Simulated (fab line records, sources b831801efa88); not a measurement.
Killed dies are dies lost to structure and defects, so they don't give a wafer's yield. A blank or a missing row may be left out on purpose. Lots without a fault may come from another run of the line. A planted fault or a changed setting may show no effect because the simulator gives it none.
A struck lot beside a sound one | flow sfq_line | 14 steps out of a route of 325
Sound: wafers L374.1, L374.4, L374.5. Struck: wafers L365.2, L365.3, L365.4. The cause comes at the end.
At each step with rows: each side's tool, then ch and its chambers, then its first start. Under that, the readings that differ: sound wafers | struck wafers | difference of the means | sigmas: that difference in standard deviations of wafers without a fault.
alike: readings whose means differ by less than 2 such deviations, and words and numbers that are the same on both sides. not compared: withheld readings, readings that some wafer has no value for, bounds like >300 that may hide the same value, and numbers for which the record gives no deviation and whose values overlap.
The two part at a step that has a row with sigmas, a row that says differs or no value, or rows on one side only. Numbers that don't overlap but have no deviation are shown without sigmas and don't part them. A reading that every wafer of one side lacks parts them only if that side has two wafers or more.

first, 2 steps without rows for these wafers: SFQ_TRILAYER_I5_LITHO_PEB_147 (peb time 60 s); SFQ_TRILAYER_I5_LITHO_DEVELOP_146 (time 60 s).
SFQ_I5_OVL_MEAS_936:
  sound on overlay-01, day 68 22:59; struck on overlay-01, day 65 06:26
  alike: I5_OVL
SFQ_TRILAYER_I5_BARC_OPEN_VIA_ETCH_200: etches BARC in O2, target depth 125 nm, time 41.7 s.
  sound on rie_diel-01 ch 0,2,3, day 68 23:02; struck on rie_diel-02 ch 0,1,2, day 65 06:28
  alike: drypump_motor_current_A, oes_product_au
  not compared: rf_hours_counter_h
SFQ_TRILAYER_I5_ETCH_VIA_ETCH_147: etches the open film in CHF3, stops on Nb, target depth 360 nm.
  sound on rie_diel-01 ch 0,2,3, day 68 23:04; struck on rie_diel-02 ch 0,1,2, day 65 06:30
  alike: drypump_motor_current_A, oes_product_au
SFQ_TRILAYER_I5_STRIP_STRIP_148: strips in O2.
  sound on rie_metal-04 ch 0, day 68 23:13; struck on rie_metal-02 ch 0,1, day 65 06:39
  alike: drypump_motor_current_A, oes_product_au, platen_temp_c
  not compared: rf_hours_counter_h
then, 6 steps without rows for these wafers: SFQ_TRILAYER_I5_STRIP_SOLV_CLEAN_149 (cleans in NMP, time 600 s); SFQ_TRILAYER_C5_LITHO_COAT_156 (resist thk 62 nm); SFQ_TRILAYER_C5_LITHO_COAT_151 (resist thk 650 nm); SFQ_TRILAYER_C5_LITHO_SOFTBAKE_155; SFQ_TRILAYER_C5_LITHO_EXPOSE_152 (exposes mask C5, target cd 500 nm); SFQ_TRILAYER_C5_LITHO_PEB_154 (peb time 60 s).
-- the record jumps here: 5 days lie between the struck wafers' starts before and after --
SFQ_TRILAYER_C5_LITHO_DEVELOP_153: time 60 s.
  sound on litho_track-03 ch 0, day 72 18:42; struck on litho_track-02, day 70 09:59
  no value came back on the struck wafers for chill_plate_temp_C (C), exhaust_pa (Pa); on the sound wafers chill_plate_temp_C (C) reads 22.79 23.11 22.87
  reading                                             | sound             | struck            | difference | sigmas
  model.KrF_of_TRILAYER_C5_LITHO_COAT_151.thk_nm (nm) | 621.9 622.8 623.4 | 649.7 650.9 649.3 | +27.3      |
SFQ_C5_OVL_MEAS_937:
  sound on overlay-02, day 72 18:51; struck on overlay-01, day 70 10:07
  reading     | sound | struck | difference                    | sigmas
  C5_OVL (nm) | 1 0 1 | - - -  | no value on the struck wafers |

WHERE THEY PART
First at SFQ_TRILAYER_C5_LITHO_DEVELOP_153; last, within this record, at SFQ_C5_OVL_MEAS_937.

WHY: what the simulator had put in
Skipped step whole: litho_track-02, from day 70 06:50 on, at SFQ_TRILAYER_C5_LITHO_DEVELOP_153. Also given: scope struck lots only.
